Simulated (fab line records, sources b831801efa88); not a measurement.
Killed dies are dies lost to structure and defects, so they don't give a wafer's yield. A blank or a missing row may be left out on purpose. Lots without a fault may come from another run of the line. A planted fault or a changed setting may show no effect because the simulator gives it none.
Which tool did it? | flow gf180mcu | 11 lots, 33 wafers sampled, at 2 steps of a route of 602

WHAT THE GAUGES READ, wafer by wafer
GF_V1_THK_MEAS_25: measures by xrf. Usual: V1_W_THK 345 nm, standard deviation 6.
lot  | measured     | on            | V1_W_THK (nm) | flag
L510 | day 18 07:47 | film_metro-01 | 348 342 352   |
L512 | day 19 02:14 | film_metro-03 | 344 340 348   |
L513 | day 19 08:27 | film_metro-01 | 352 349 353   |
L520 | day 22 02:40 | film_metro-01 | 340 347 349   |
L522 | day 22 18:26 | film_metro-02 | 345 340 342   |
L524 | day 23 17:38 | film_metro-02 | 334 339 336   |
L525 | day 23 17:52 | film_metro-02 | 336 341 345   |
L528 | day 24 22:25 | film_metro-02 | 331 338 336   |
L530 | day 25 09:19 | film_metro-03 | 343 347 341   |
L531 | day 25 17:31 | film_metro-02 | 336 349 351   |
L532 | day 25 20:04 | film_metro-02 | 347 344 343   |

WHICH TOOL RAN EACH LOT (tool, then ch and the chambers of the sampled wafers, then the start)
lot  | GF_V1_SPUTTER_21
L510 | pvd_sputter-03, day 18 07:27
L512 | pvd_sputter-01, day 19 01:53
L513 | pvd_sputter-02, day 19 08:07
L520 | pvd_sputter-03, day 22 02:19
L522 | pvd_sputter-01, day 22 18:06
L524 | pvd_sputter-02, day 23 17:17
L525 | pvd_sputter-03, day 23 17:32
L528 | pvd_sputter-01, day 24 22:05
L530 | pvd_sputter-03, day 25 08:59
L531 | pvd_sputter-03, day 25 17:09
L532 | pvd_sputter-01, day 25 19:44
- GF_V1_SPUTTER_21: material Ti, target thk 15 nm, time 80.02 s.

WHAT THE TOOLS THEMSELVES READ (means of the sampled wafers that have a number; where no wafer has one, the mark that the record gives instead)
GF_V1_SPUTTER_21. Usual: throttle_valve_pct 30.6 %, standard deviation 0.81.
lot  | tool           | throttle_valve_pct (%) | flag
L510 | pvd_sputter-03 | 30.8                   |
L512 | pvd_sputter-01 | 30.9                   |
L513 | pvd_sputter-02 | 31.6                   |
L520 | pvd_sputter-03 | 30.5                   |
L522 | pvd_sputter-01 | 30.9                   |
L524 | pvd_sputter-02 | 30.2                   |
L525 | pvd_sputter-03 | 30.5                   |
L528 | pvd_sputter-01 | 30.2                   |
L530 | pvd_sputter-03 | 30.3                   |
L531 | pvd_sputter-03 | 30.0                   |
L532 | pvd_sputter-01 | 30.8                   |

THE ANSWER, worked out from the rows above alone
Rule: a lot is off if the mean of its wafers that have a number lies more than 3 standard deviations from the usual mean. A lot without any number at a reading at which 4 lots or more have one is off too. The other lots that the step has rows for count as sound. The gauges are gone through in route order, then the tools' own readings, and for those a lot's mean is taken as printed above. The first step at which some lot is off is used, and at that step the reading that is off furthest; a lot without a number counts as furthest.
No lot is off at any reading shown: from this, nothing can be told.

WHAT THE SIMULATOR HAD PUT IN
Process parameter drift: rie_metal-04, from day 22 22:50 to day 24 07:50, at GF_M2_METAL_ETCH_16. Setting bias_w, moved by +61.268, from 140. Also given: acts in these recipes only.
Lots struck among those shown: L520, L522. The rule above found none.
